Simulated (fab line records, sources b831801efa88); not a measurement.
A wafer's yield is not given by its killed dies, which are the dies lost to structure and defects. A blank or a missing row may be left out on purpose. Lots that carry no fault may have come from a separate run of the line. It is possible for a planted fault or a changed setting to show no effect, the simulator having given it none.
fab line records	flow gf180mcu
record: lots: 24	wafers: 72	last_day: 34
route steps=602 shown V3@443 M4@457 V4@492
lots with no fault: from the same line, run without faults
start_h: hours from the record's opening day to when the first of the lot's shown wafers began	wait_h: hours from the lot's prior step to this one	" repeats the value in the row above	L1.1+2: several wafers, shown together as one row	- value missing, or start not given	* or withheld: withheld	< > ~ a bound
route shown NAME@n: names a module that has steps shown in the file, with the first one's number in the route	usual: mean and standard deviation over wafers with no fault	same: alike in all rows	chamber/n: place in a boat	sites: the reading at each site	_std_site: standard deviation of those values	_edge_site: inner sites' mean taken away from outer sites' mean	radius_mm: for every site, how far away it sits from the centre of the wafer	mask NAME#n: copy n	behind: the tool/chamber that last shaped the wafer	hold: the reason the lot was held/the length of the hold in hours/how it ended	device: names the non-switching transistor (n, p or np)	end of line: the tests these same wafers got at the end of their route	a step with no rows: only its recipe	killed: dies lost to structure and defects at the first sort, not the wafer's yield	map: dies across one wafer; x = killed, . = not, _ = none there
set.NAME: the setting as run; set.NAME@STEP: as run at that earlier step	model.NAME: the simulator's own value behind a step, which no gauge read
the route's steps for a sample of lots (tables are steps, rows are wafers)
services: a tool's chamber out of use, with start hour (start_h, from the record's first day; less than 0 if before it), hours out, and reason
== steps ==
step: GF_V3_CD_MEAS_14
recipe: target_cd_nm: 260
usual: cd_nm: 259.8/1.3
lot.wafer	tool	chamber	start_h	wait_h	cd_nm
L074.1	cd_sem-01	-	517.09	0.1	259.8
L074.4	"	-	"	"	259.9
L074.5	"	-	"	"	260.5
L075.1	cd_sem-02	-	523.38	0.1	258.3
L075.2	"	-	"	"	258.7
L075.3	"	-	"	"	257.9
L076.1	cd_sem-01	-	541.09	0.1	259.9
L076.3	"	-	"	"	258.1
L076.5	"	-	"	"	259.9
L077.2	cd_sem-02	-	547.10	0.1	258.6
L077.3	"	-	"	"	258.5
L077.5	"	-	"	"	258.7
L078.1	cd_sem-02	-	552.98	0.1	258.7
L078.3	"	-	"	"	258.1
L078.5	"	-	"	"	259.6
L079.1	cd_sem-01	-	558.88	0.1	259.3
L079.2	"	-	"	"	260.1
L079.3	"	-	"	"	258.9
L080.1	cd_sem-01	-	573.48	0.1	258.0
L080.2	"	-	"	"	257.1
L080.5	"	-	"	"	257.3
L081.1	cd_sem-02	-	577.03	0.1	261.0
L081.3	"	-	"	"	261.5
L081.5	"	-	"	"	261.6
L082.3	cd_sem-01	-	592.62	0.1	261.3
L082.4	"	-	"	"	260.9
L082.5	"	-	"	"	260.6
L083.3	cd_sem-01	-	595.72	0.1	256.9
L083.4	"	-	"	"	257.9
L083.6	"	-	"	"	256.9
L084.1	cd_sem-01	-	602.18	0.1	260.7
L084.4	"	-	"	"	259.9
L084.5	"	-	"	"	260.4
L085.2	cd_sem-02	-	613.93	0.2	260.4
L085.5	"	-	"	"	261.3
L085.6	"	-	"	"	260.1
L086.1	cd_sem-01	-	620.04	0.1	260.4
L086.3	"	-	"	"	261.0
L086.6	"	-	"	"	259.8
L087.1	cd_sem-01	-	625.98	0.1	259.0
L087.5	"	-	"	"	260.2
L087.6	"	-	"	"	259.9
L088.1	cd_sem-01	-	636.98	0.1	259.8
L088.2	"	-	"	"	259.1
L088.4	"	-	"	"	260.1
L089.1	cd_sem-02	-	637.83	0.1	261.0
L089.2	"	-	"	"	259.7
L089.3	"	-	"	"	258.3
L090.1	cd_sem-02	-	645.13	0.1	259.6
L090.4	"	-	"	"	258.7
L090.6	"	-	"	"	260.0
L091.2	cd_sem-01	-	652.15	0.1	260.9
L091.3	"	-	"	"	260.6
L091.6	"	-	"	"	259.5
L092.1	cd_sem-01	-	659.13	0.1	261.2
L092.3	"	-	"	"	261.4
L092.6	"	-	"	"	261.4
L093.1	cd_sem-02	-	667.63	0.1	261.0
L093.2	"	-	"	"	262.0
L093.5	"	-	"	"	260.2
L094.2	cd_sem-02	-	673.87	0.1	260.5
L094.3	"	-	"	"	259.4
L094.4	"	-	"	"	259.1
L095.1	cd_sem-02	-	684.08	0.1	261.7
L095.5	"	-	"	"	262.4
L095.6	"	-	"	"	261.7
L096.3	cd_sem-01	-	685.14	0.1	259.8
L096.5	"	-	"	"	261.4
L096.6	"	-	"	"	260.5
L097.2	cd_sem-02	-	689.70	0.1	259.8
L097.4	"	-	"	"	260.4
L097.5	"	-	"	"	259.9
step: GF_M4_SPUTTER_01
recipe: material: TiN	target_thk_nm: 30	power_w: 6500	time_s: 25	chamber_pressure_pa: 0.4
usual: chamber_pressure_pa: 0.3998/0.00085	throttle_valve_pct: 29.6/1.5
lot.wafer	tool	chamber	start_h	wait_h	chamber_pressure_pa	throttle_valve_pct
L074.1	pvd_sputter-01	-	518.91	0.1	0.3981	29.0
L074.4	"	-	"	"	0.3980	26.7
L074.5	"	-	"	"	0.3991	28.7
L075.1	pvd_sputter-04	-	525.00	0.1	0.3986	31.3
L075.2	"	-	"	"	0.3984	31.0
L075.3	"	-	"	"	0.4011	29.7
L076.1	pvd_sputter-01	-	542.85	0.1	0.3996	28.9
L076.3	"	-	"	"	0.4003	30.9
L076.5	"	-	"	"	0.3995	29.0
L077.2	pvd_sputter-01	-	548.73	0.1	0.3994	27.8
L077.3	"	-	"	"	0.4006	28.9
L077.5	"	-	"	"	0.4005	28.7
L078.1	pvd_sputter-01	-	554.59	0.1	0.4013	26.5
L078.3	"	-	"	"	0.3997	29.1
L078.5	"	-	"	"	0.3986	27.7
L079.1	pvd_sputter-02	-	560.49	0.1	0.4015	31.5
L079.2	"	-	"	"	0.3996	31.0
L079.3	"	-	"	"	0.4001	29.9
L080.1	pvd_sputter-01	-	575.09	0.1	0.3986	26.6
L080.2	"	-	"	"	0.4003	29.0
L080.5	"	-	"	"	0.3995	26.6
L081.1	pvd_sputter-02	-	578.64	0.1	0.4000	30.1
L081.3	"	-	"	"	0.3998	30.8
L081.5	"	-	"	"	0.4003	31.1
L082.3	pvd_sputter-01	-	594.20	0.1	0.4003	29.1
L082.4	"	-	"	"	0.4000	27.7
L082.5	"	-	"	"	0.4003	28.8
L083.3	pvd_sputter-01	-	597.33	0.1	0.3990	29.0
L083.4	"	-	"	"	0.4017	26.4
L083.6	"	-	"	"	0.3985	27.8
L084.1	pvd_sputter-04	-	603.82	0.1	0.4004	31.0
L084.4	"	-	"	"	0.3992	29.7
L084.5	"	-	"	"	0.3996	29.7
L085.2	pvd_sputter-02	-	615.52	0.1	0.4001	29.9
L085.5	"	-	"	"	0.4002	31.4
L085.6	"	-	"	"	0.3986	31.2
L086.1	pvd_sputter-01	-	621.65	0.1	0.3999	30.8
L086.3	"	-	"	"	0.3987	27.6
L086.6	"	-	"	"	0.4002	30.7
L087.1	pvd_sputter-01	-	627.62	0.1	0.3996	29.0
L087.5	"	-	"	"	0.4001	26.6
L087.6	"	-	"	"	0.4001	30.8
L088.1	pvd_sputter-02	-	639.14	0.1	0.4005	30.2
L088.2	"	-	"	"	0.4007	31.2
L088.4	"	-	"	"	0.3995	29.9
L089.1	pvd_sputter-04	-	639.54	0.1	0.3998	30.1
L089.2	"	-	"	"	0.3997	30.9
L089.3	"	-	"	"	0.3986	29.9
L090.1	pvd_sputter-04	-	646.74	0.1	0.3991	29.8
L090.4	"	-	"	"	0.3992	29.9
L090.6	"	-	"	"	0.3991	30.9
L091.2	pvd_sputter-01	-	653.74	0.1	0.3994	29.1
L091.3	"	-	"	"	0.3998	30.9
L091.6	"	-	"	"	0.3994	28.7
L092.1	pvd_sputter-02	-	660.74	0.1	0.3995	31.1
L092.3	"	-	"	"	0.4008	29.9
L092.6	"	-	"	"	0.3989	31.3
L093.1	pvd_sputter-02	-	669.34	0.1	0.3999	29.7
L093.2	"	-	"	"	0.3999	29.8
L093.5	"	-	"	"	0.4008	31.5
L094.2	pvd_sputter-04	-	675.46	0.1	0.4014	29.6
L094.3	"	-	"	"	0.4016	31.0
L094.4	"	-	"	"	0.3997	30.9
L095.1	pvd_sputter-02	-	685.72	0.1	0.4000	31.3
L095.5	"	-	"	"	0.4002	29.7
L095.6	"	-	"	"	0.3999	31.4
L096.3	pvd_sputter-01	-	686.72	0.1	0.3997	28.9
L096.5	"	-	"	"	0.3997	27.9
L096.6	"	-	"	"	0.4006	30.9
L097.2	pvd_sputter-02	-	691.29	0.1	0.3999	29.6
L097.4	"	-	"	"	0.3999	31.6
L097.5	"	-	"	"	0.4001	29.9
step: GF_M4_SPUTTER_02
recipe: material: AlCu	target_thk_nm: 450	power_w: 10600	time_s: 24.54	chamber_pressure_pa: 0.4
usual: chamber_pressure_pa: 0.3999/0.00081	throttle_valve_pct: 29.6/1.5
lot.wafer	tool	chamber	start_h	wait_h	chamber_pressure_pa	throttle_valve_pct
L074.1	pvd_sputter-01	-	518.94	0.0	0.4003	28.8
L074.4	"	-	"	"	0.3992	26.7
L074.5	"	-	"	"	0.4002	29.0
L075.1	pvd_sputter-04	-	525.03	0.0	0.4001	31.3
L075.2	"	-	"	"	0.3999	30.6
L075.3	"	-	"	"	0.4000	30.1
L076.1	pvd_sputter-01	-	542.88	0.0	0.4000	29.0
L076.3	"	-	"	"	0.3996	31.0
L076.5	"	-	"	"	0.4000	28.7
L077.2	pvd_sputter-01	-	548.76	0.0	0.3991	27.9
L077.3	"	-	"	"	0.3992	29.1
L077.5	"	-	"	"	0.3979	29.0
L078.1	pvd_sputter-01	-	554.62	0.0	0.4003	26.5
L078.3	"	-	"	"	0.3994	28.8
L078.5	"	-	"	"	0.3994	27.6
L079.1	pvd_sputter-02	-	560.52	0.0	0.4001	31.3
L079.2	"	-	"	"	0.4017	31.1
L079.3	"	-	"	"	0.4003	29.9
L080.1	pvd_sputter-01	-	575.12	0.0	0.3997	26.6
L080.2	"	-	"	"	0.4000	29.1
L080.5	"	-	"	"	0.3987	26.6
L081.1	pvd_sputter-02	-	578.67	0.0	0.4002	29.9
L081.3	"	-	"	"	0.4007	31.1
L081.5	"	-	"	"	0.4009	30.8
L082.3	pvd_sputter-01	-	594.23	0.0	0.3989	29.0
L082.4	"	-	"	"	0.4021	27.7
L082.5	"	-	"	"	0.3999	28.9
L083.3	pvd_sputter-01	-	597.36	0.0	0.4002	29.2
L083.4	"	-	"	"	0.3984	26.8
L083.6	"	-	"	"	0.3985	27.8
L084.1	pvd_sputter-04	-	603.85	0.0	0.3986	30.7
L084.4	"	-	"	"	0.3994	29.7
L084.5	"	-	"	"	0.4010	29.9
L085.2	pvd_sputter-02	-	615.56	0.0	0.4005	29.7
L085.5	"	-	"	"	0.4002	31.5
L085.6	"	-	"	"	0.4001	31.1
L086.1	pvd_sputter-01	-	621.68	0.0	0.4008	30.7
L086.3	"	-	"	"	0.4001	27.6
L086.6	"	-	"	"	0.3999	30.8
L087.1	pvd_sputter-01	-	627.65	0.0	0.4006	28.8
L087.5	"	-	"	"	0.4007	26.5
L087.6	"	-	"	"	0.4004	30.6
L088.1	pvd_sputter-02	-	639.17	0.0	0.4003	29.9
L088.2	"	-	"	"	0.4009	31.2
L088.4	"	-	"	"	0.3988	29.9
L089.1	pvd_sputter-04	-	639.57	0.0	0.4008	29.9
L089.2	"	-	"	"	0.3994	30.5
L089.3	"	-	"	"	0.3995	29.5
L090.1	pvd_sputter-04	-	646.77	0.0	0.4000	29.7
L090.4	"	-	"	"	0.3997	29.6
L090.6	"	-	"	"	0.3994	31.2
L091.2	pvd_sputter-01	-	653.77	0.0	0.3996	28.8
L091.3	"	-	"	"	0.4003	30.7
L091.6	"	-	"	"	0.3985	29.0
L092.1	pvd_sputter-02	-	660.77	0.0	0.3996	31.0
L092.3	"	-	"	"	0.3979	29.7
L092.6	"	-	"	"	0.3989	31.1
L093.1	pvd_sputter-02	-	669.37	0.0	0.4013	30.0
L093.2	"	-	"	"	0.4008	29.8
L093.5	"	-	"	"	0.4011	31.4
L094.2	pvd_sputter-04	-	675.49	0.0	0.3998	29.9
L094.3	"	-	"	"	0.3997	31.3
L094.4	"	-	"	"	0.4013	30.9
L095.1	pvd_sputter-02	-	685.76	0.0	0.4002	31.2
L095.5	"	-	"	"	0.3998	29.9
L095.6	"	-	"	"	0.3998	31.5
L096.3	pvd_sputter-01	-	686.75	0.0	0.4013	28.8
L096.5	"	-	"	"	0.4001	27.9
L096.6	"	-	"	"	0.3996	31.0
L097.2	pvd_sputter-02	-	691.32	0.0	0.4003	29.8
L097.4	"	-	"	"	0.4011	31.4
L097.5	"	-	"	"	0.3998	30.0
step: GF_M4_STRIP_17
recipe: chemistry: O2/N2	power_w: 1400	pressure_mtorr: 1500	platen_temp_c: 250	o2_flow_sccm: 3000	n2_flow_sccm: 300	overash_fraction: 0.5
usual: drypump_motor_current_A: 6.0/0.45	heater_power_w: 323/25	oes_product_au: 0.536/0.0049	strip_time_to_endpoint_s: 7.35/0.059
lot.wafer	tool	chamber	start_h	wait_h	drypump_motor_current_A	heater_power_w	oes_product_au	rf_hours_counter_h	strip_time_to_endpoint_s
L074.1	plasma_asher-04	0	541.78	0.1	5.9	318	0.536	73	7.42
L074.4	"	0	"	"	5.9	323	0.542	-	7.46
L074.5	"	0	"	"	5.8	321	0.541	-	7.46
L075.1	plasma_asher-04	0	547.72	0.1	5.9	323	0.543	73	7.39
L075.2	"	1	"	"	6.6	294	0.539	73	7.45
L075.3	"	0	"	"	5.8	324	0.541	-	7.39
L076.1	plasma_asher-04	0	565.13	0.1	5.9	321	0.540	75	7.28
L076.3	"	0	"	"	5.9	317	0.530	-	7.36
L076.5	"	0	"	"	5.9	313	0.539	-	7.31
L077.2	plasma_asher-04	1	571.53	0.1	6.6	291	0.533	76	7.26
L077.3	"	0	"	"	5.9	325	0.544	-	7.40
L077.5	"	0	"	"	5.9	324	0.530	-	7.22
L078.1	plasma_asher-04	0	576.82	0.1	5.8	322	0.530	77	7.32
L078.3	"	1	"	"	6.6	296	0.535	-	7.31
L078.5	"	1	"	"	6.6	296	0.534	-	7.29
L079.1	plasma_asher-04	0	582.47	0.1	5.9	317	0.539	77	7.40
L079.2	"	1	"	"	6.6	292	0.531	77	7.34
L079.3	"	1	"	"	6.6	289	0.534	-	7.42
L080.1	plasma_asher-04	0	597.11	0.1	5.9	328	0.535	79	7.37
L080.2	"	1	"	"	6.6	283	0.534	79	7.33
L080.5	"	1	"	"	6.6	294	0.537	-	7.36
L081.1	plasma_asher-03	1	600.32	0.1	5.5	335	0.532	99	7.34
L081.3	"	1	"	"	5.5	351	0.538	-	7.29
L081.5	"	0	"	"	6.1	369	0.527	-	7.29
L082.3	plasma_asher-04	1	614.50	0.1	6.6	295	0.538	-	7.31
L082.4	"	0	"	"	5.9	332	0.535	-	7.28
L082.5	"	1	"	"	6.6	292	0.530	-	7.27
L083.3	plasma_asher-04	1	618.82	0.1	6.6	289	0.540	-	7.37
L083.4	"	0	"	"	5.9	320	0.531	-	7.35
L083.6	"	1	"	"	6.6	289	0.540	-	7.40
L084.1	plasma_asher-02	1	624.82	0.1	5.2	315	0.541	53	7.30
L084.4	"	0	"	"	6.2	342	0.526	-	7.28
L084.5	"	1	"	"	5.3	320	0.534	-	7.29
L085.2	plasma_asher-04	0	635.81	0.1	5.9	318	0.536	83	7.31
L085.5	"	1	"	"	6.6	291	0.531	-	7.32
L085.6	"	0	"	"	5.8	324	0.527	-	7.32
L086.1	plasma_asher-04	1	642.38	0.1	6.6	286	0.535	84	7.41
L086.3	"	1	"	"	6.6	299	0.539	-	7.40
L086.6	"	0	"	"	5.8	332	0.541	-	7.46
L087.1	plasma_asher-03	0	648.13	0.1	6.1	374	0.538	104	7.37
L087.5	"	1	"	"	5.5	340	0.528	-	7.30
L087.6	"	0	"	"	6.0	373	0.532	-	7.32
L088.1	plasma_asher-04	1	659.82	0.1	6.6	295	0.536	86	7.39
L088.2	"	0	"	"	5.9	321	0.545	86	7.42
L088.4	"	0	"	"	5.9	318	0.536	-	7.37
L089.1	plasma_asher-02	1	660.03	0.1	5.2	317	0.534	54	7.38
L089.2	"	0	"	"	6.2	345	0.545	54	7.36
L089.3	"	0	"	"	6.2	351	0.539	-	7.37
L090.1	plasma_asher-03	1	666.61	0.1	5.5	346	0.540	107	7.40
L090.4	"	0	"	"	6.1	375	0.537	-	7.42
L090.6	"	1	"	"	5.5	340	0.532	-	7.39
L091.2	plasma_asher-02	0	673.17	0.1	6.2	344	0.539	55	7.32
L091.3	"	1	"	"	5.2	323	0.526	-	7.32
L091.6	"	0	"	"	6.2	342	0.532	-	7.30
L092.1	plasma_asher-04	1	680.36	0.1	6.6	289	0.530	88	7.22
L092.3	"	0	"	"	5.8	317	0.532	-	7.20
L092.6	"	0	"	"	5.9	321	0.522	-	7.19
L093.1	plasma_asher-02	0	688.70	0.1	6.2	343	0.530	57	7.38
L093.2	"	1	"	"	5.2	325	0.543	57	7.42
L093.5	"	1	"	"	5.3	319	0.533	-	7.35
L094.2	plasma_asher-03	0	694.86	0.1	6.1	368	0.533	109	7.43
L094.3	"	0	"	"	6.1	376	0.541	-	7.47
L094.4	"	1	"	"	5.5	344	0.543	-	7.43
L095.1	plasma_asher-02	0	705.36	0.1	6.2	344	0.532	59	7.38
L095.5	"	1	"	"	5.2	317	0.539	-	7.31
L095.6	"	0	"	"	6.2	341	0.537	-	7.34
L096.3	plasma_asher-04	0	706.05	0.1	5.8	309	0.540	-	7.38
L096.5	"	0	"	"	5.9	328	0.536	-	7.39
L096.6	"	1	"	"	6.6	291	0.539	-	7.39
L097.2	plasma_asher-03	0	710.46	0.2	6.1	377	0.532	111	7.37
L097.4	"	0	"	"	6.0	375	0.538	-	7.34
L097.5	"	0	"	"	6.0	370	0.534	-	7.37
step: GF_V4_ETCH_16
recipe: chemistry: N2/H2	target_depth_a: withheld	overetch_a: withheld	time_s: withheld	target: BARC	ion_energy_ev: 200	source_w: 500	bias_w: 100	pressure_mtorr: 30	n2_flow_sccm: 100	h2_flow_sccm: 200
usual: drypump_motor_current_A: 5.6/0.51	oes_product_au: 0.854/0.0048	throttle_valve_pct: 13.226/0.0087
lot.wafer	tool	chamber	start_h	wait_h	drypump_motor_current_A	oes_product_au	throttle_valve_pct
L074.1	rie_diel-03	3	564.84	0.0	5.8	0.852	13.217
L074.4	"	2	"	"	5.4	0.860	13.239
L074.5	"	3	"	"	5.8	0.852	13.236
L075.1	rie_diel-01	1	571.06	0.0	5.3	0.849	13.220
L075.2	"	0	"	"	6.3	0.849	13.225
L075.3	"	2	"	"	5.1	0.853	13.235
L076.1	rie_diel-03	3	591.46	0.0	5.8	0.858	13.216
L076.3	"	2	"	"	5.5	0.855	13.230
L076.5	"	2	"	"	5.4	0.845	13.202
L077.2	rie_diel-03	2	594.08	0.0	5.5	0.857	13.214
L077.3	"	1	"	"	5.7	0.849	13.237
L077.5	"	2	"	"	5.5	0.851	13.229
L078.1	rie_diel-01	0	599.70	0.0	6.3	0.852	13.231
L078.3	"	2	"	"	5.1	0.852	13.231
L078.5	"	1	"	"	5.3	0.856	13.211
L079.1	rie_diel-03	2	604.93	0.0	5.4	0.853	13.224
L079.2	"	3	"	"	5.8	0.855	13.230
L079.3	"	1	"	"	5.7	0.859	13.235
L080.1	rie_diel-03	0	619.73	0.0	5.8	0.854	13.224
L080.2	"	3	"	"	5.8	0.846	13.227
L080.5	"	1	"	"	5.8	0.851	13.235
L081.1	rie_diel-03	1	622.69	0.0	5.8	0.855	13.244
L081.3	"	2	"	"	5.5	0.854	13.235
L081.5	"	3	"	"	5.8	0.858	13.229
L082.3	rie_diel-04	0	635.60	0.0	6.1	0.855	13.221
L082.4	"	3	"	"	4.8	0.856	13.220
L082.5	"	1	"	"	6.5	0.852	13.224
L083.3	rie_diel-01	1	640.88	0.0	5.3	0.851	13.231
L083.4	"	3	"	"	6.2	0.860	13.234
L083.6	"	0	"	"	6.2	0.850	13.231
L084.1	rie_diel-04	2	646.38	0.0	4.8	0.854	13.213
L084.4	"	3	"	"	4.8	0.859	13.233
L084.5	"	3	"	"	4.8	0.854	13.234
L085.2	rie_diel-04	1	656.74	0.0	6.5	0.851	13.225
L085.5	"	0	"	"	6.1	0.848	13.241
L085.6	"	1	"	"	6.5	0.857	13.242
L086.1	rie_diel-01	3	663.05	0.0	6.2	0.850	13.221
L086.3	"	1	"	"	5.3	0.846	13.233
L086.6	"	3	"	"	6.2	0.858	13.215
L087.1	rie_diel-04	2	669.09	0.0	4.8	0.853	13.228
L087.5	"	0	"	"	6.1	0.853	13.234
L087.6	"	3	"	"	4.8	0.852	13.232
L088.1	rie_diel-01	3	679.69	0.0	6.2	0.847	13.226
L088.2	"	1	"	"	5.3	0.846	13.220
L088.4	"	3	"	"	6.2	0.858	13.231
L089.1	rie_diel-04	0	680.80	0.0	6.1	0.852	13.217
L089.2	"	1	"	"	6.6	0.846	13.225
L089.3	"	2	"	"	4.8	0.853	13.231
L090.1	rie_diel-03	1	686.40	0.0	5.7	0.853	13.235
L090.4	"	0	"	"	5.9	0.850	13.237
L090.6	"	2	"	"	5.5	0.853	13.233
L091.2	rie_diel-01	2	693.33	0.0	5.1	0.848	13.231
L091.3	"	2	"	"	5.1	0.851	13.228
L091.6	"	1	"	"	5.3	0.862	13.222
L092.1	rie_diel-04	0	700.40	0.0	6.1	0.850	13.231
L092.3	"	2	"	"	4.8	0.855	13.226
L092.6	"	2	"	"	4.8	0.860	13.210
L093.1	rie_diel-03	0	708.68	0.0	5.8	0.865	13.223
L093.2	"	1	"	"	5.8	0.862	13.230
L093.5	"	2	"	"	5.4	0.857	13.221
L094.2	rie_diel-03	3	714.60	0.0	5.8	0.851	13.218
L094.3	"	2	"	"	5.5	0.846	13.234
L094.4	"	0	"	"	5.8	0.851	13.210
L095.1	rie_diel-04	3	724.54	0.0	4.8	0.850	13.225
L095.5	"	0	"	"	6.1	0.849	13.221
L095.6	"	3	"	"	4.8	0.854	13.229
L096.3	rie_diel-01	3	725.30	0.0	6.2	0.857	13.227
L096.5	"	1	"	"	5.3	0.857	13.220
L096.6	"	0	"	"	6.2	0.851	13.217
L097.2	rie_diel-03	0	730.04	0.0	5.8	0.850	13.236
L097.4	"	2	"	"	5.4	0.863	13.232
L097.5	"	3	"	"	5.8	0.864	13.232
step: GF_V4_SPUTTER_21
recipe: material: Ti	target_thk_nm: 15	chamber_pressure_pa: 5	power_w: 2500	substrate_temp_c: 200	time_s: 80.02
usual: chamber_pressure_pa: 5.000/0.0095	throttle_valve_pct: 29.9/1.5
lot.wafer	tool	chamber	start_h	wait_h	chamber_pressure_pa	throttle_valve_pct
L074.1	pvd_sputter-04	-	565.50	0.0	4.999	31.1
L074.4	"	-	"	"	5.012	29.7
L074.5	"	-	"	"	5.002	30.7
L075.1	pvd_sputter-01	-	571.72	0.0	5.001	30.9
L075.2	"	-	"	"	4.994	26.3
L075.3	"	-	"	"	4.991	28.0
L076.1	pvd_sputter-03	-	592.13	0.0	5.010	29.0
L076.3	"	-	"	"	4.999	31.9
L076.5	"	-	"	"	5.006	31.3
L077.2	pvd_sputter-04	-	594.76	0.0	5.005	31.0
L077.3	"	-	"	"	4.996	29.8
L077.5	"	-	"	"	4.999	29.6
L078.1	pvd_sputter-01	-	600.40	0.0	5.048	27.9
L078.3	"	-	"	"	5.003	29.0
L078.5	"	-	"	"	4.984	29.0
L079.1	pvd_sputter-01	-	605.61	0.0	5.014	28.8
L079.2	"	-	"	"	5.015	27.6
L079.3	"	-	"	"	4.993	30.8
L080.1	pvd_sputter-03	-	620.41	0.0	4.986	30.9
L080.2	"	-	"	"	5.003	28.3
L080.5	"	-	"	"	4.999	32.3
L081.1	pvd_sputter-04	-	623.37	0.0	5.002	31.0
L081.3	"	-	"	"	4.996	29.9
L081.5	"	-	"	"	5.003	30.8
L082.3	pvd_sputter-03	-	636.28	0.0	4.997	31.9
L082.4	"	-	"	"	4.986	32.1
L082.5	"	-	"	"	5.008	28.5
L083.3	pvd_sputter-04	-	641.55	0.0	5.008	31.0
L083.4	"	-	"	"	5.012	29.9
L083.6	"	-	"	"	5.012	29.8
L084.1	pvd_sputter-01	-	647.08	0.0	4.998	31.0
L084.4	"	-	"	"	5.008	27.9
L084.5	"	-	"	"	5.005	28.7
L085.2	pvd_sputter-04	-	657.40	0.0	5.015	30.8
L085.5	"	-	"	"	4.997	31.3
L085.6	"	-	"	"	4.981	29.8
L086.1	pvd_sputter-01	-	663.78	0.0	5.001	27.7
L086.3	"	-	"	"	4.992	26.4
L086.6	"	-	"	"	5.002	30.7
L087.1	pvd_sputter-03	-	670.10	0.0	5.008	31.0
L087.5	"	-	"	"	4.996	30.8
L087.6	"	-	"	"	5.000	28.9
L088.1	pvd_sputter-03	-	680.35	0.0	5.007	31.1
L088.2	"	-	"	"	5.009	30.7
L088.4	"	-	"	"	4.989	31.9
L089.1	pvd_sputter-01	-	681.47	0.0	4.997	31.0
L089.2	"	-	"	"	4.984	28.8
L089.3	"	-	"	"	5.000	26.7
L090.1	pvd_sputter-03	-	687.07	0.0	4.998	28.3
L090.4	"	-	"	"	5.001	32.2
L090.6	"	-	"	"	5.001	31.9
L091.2	pvd_sputter-03	-	694.06	0.0	5.002	28.4
L091.3	"	-	"	"	5.009	30.9
L091.6	"	-	"	"	5.000	30.6
L092.1	pvd_sputter-04	-	701.07	0.0	5.002	30.9
L092.3	"	-	"	"	5.000	30.9
L092.6	"	-	"	"	4.985	29.5
L093.1	pvd_sputter-03	-	709.35	0.0	4.986	28.8
L093.2	"	-	"	"	5.006	32.0
L093.5	"	-	"	"	5.015	31.9
L094.2	pvd_sputter-01	-	715.27	0.0	4.989	27.1
L094.3	"	-	"	"	5.001	29.1
L094.4	"	-	"	"	4.998	30.8
L095.1	pvd_sputter-01	-	725.20	0.0	4.984	30.8
L095.5	"	-	"	"	4.990	30.8
L095.6	"	-	"	"	5.008	26.3
L096.3	pvd_sputter-04	-	726.01	0.0	4.994	29.7
L096.5	"	-	"	"	5.003	30.9
L096.6	"	-	"	"	4.988	29.9
L097.2	pvd_sputter-04	-	730.73	0.0	5.003	29.9
L097.4	"	-	"	"	5.009	29.9
L097.5	"	-	"	"	4.991	30.9
== services ==
tool	chamber	start_h	hours	kind
rie_diel-03	0	498.29	7.1	repair
plasma_asher-02	-	509.19	0.5	repair
rie_diel-01	1	515.28	8.7	repair
rie_diel-03	-	518.57	0.3	repair
rie_diel-04	2	519.71	2.3	repair
plasma_asher-04	-	526.54	1.5	repair
pvd_sputter-03	-	548.91	1.0	repair
pvd_sputter-04	-	554.22	10.8	repair
rie_diel-01	3	560.94	16.3	repair
pvd_sputter-02	-	565.07	1.4	repair
pvd_sputter-02	-	573.70	2.3	repair
pvd_sputter-03	-	576.12	0.5	repair
rie_diel-03	0	582.52	22.9	repair
rie_diel-04	-	587.60	14.6	pm
rie_diel-04	3	608.42	5.7	repair
rie_diel-04	1	614.45	5.9	repair
rie_diel-01	0	660.64	4.7	repair
rie_diel-01	1	673.06	1.5	repair
rie_diel-04	-	675.43	0.9	repair
rie_diel-01	0	677.88	9.1	repair
rie_diel-01	0	687.53	19.6	repair
rie_diel-03	1	693.18	11.7	repair
pvd_sputter-04	-	710.56	6.9	repair
rie_diel-04	-	716.25	1.2	repair
== key ==
fault none
